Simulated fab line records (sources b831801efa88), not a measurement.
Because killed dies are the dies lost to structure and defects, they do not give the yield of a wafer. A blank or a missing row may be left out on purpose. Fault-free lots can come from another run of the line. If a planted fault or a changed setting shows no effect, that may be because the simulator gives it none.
Which tool is to blame?	flow gf180mcu	12 lots (36 wafers sampled), 1 step of a 602-step route

WHAT THE GAUGES SHOWED, per wafer
GF_POLY_GATE_CD_MEAS_18.
lot	measured	on	cd_nm (nm)
L075	day 9 09:23	cd_sem-01	279.6 280.0 279.9
L077	day 9 23:08	cd_sem-01	278.9 282.7 280.3
L079	day 10 19:07	cd_sem-01	280.6 282.8 280.5
L081	day 11 10:43	cd_sem-02	279.7 279.2 277.7
L083	day 11 20:35	cd_sem-01	279.9 279.8 281.4
L085	day 12 22:49	cd_sem-02	282.1 280.4 281.2
L087	day 13 11:34	cd_sem-01	275.5 278.8 277.8
L089	day 14 01:41	cd_sem-02	282.6 282.5 284.5
L091	day 14 17:34	cd_sem-02	277.8 277.6 278.2
L093	day 14 21:40	cd_sem-01	278.3 276.9 279.7
L095	day 15 10:04	cd_sem-02	278.4 277.9 277.2
L097	day 16 02:49	cd_sem-01	281.6 281.5 280.2

WHICH TOOL RAN EACH LOT (tool, then ch and the chambers of the sampled wafers, then the start)
No process step before these readings appears in the record.

THE ANSWER, worked out from the rows above alone
Rule: the lots themselves supply what counts as usual. The widest of any qualifying gaps counts: lots, ordered by their means at a reading, are off when they make up no more than a third of the lots, leave a main group of 4 or more, and stand apart from it by 3 or more times the standard deviation of that group's means. The tables above print the reading to a certain number of digits; a main group whose means all agree to those digits is not used. Also off: a lot with no number at a reading for which 4 or more lots have one. The other lots that the step has rows for count as sound.
No lot is off on any of the readings shown, so nothing can be concluded from this.

WHAT THE SIMULATOR HAD INSERTED
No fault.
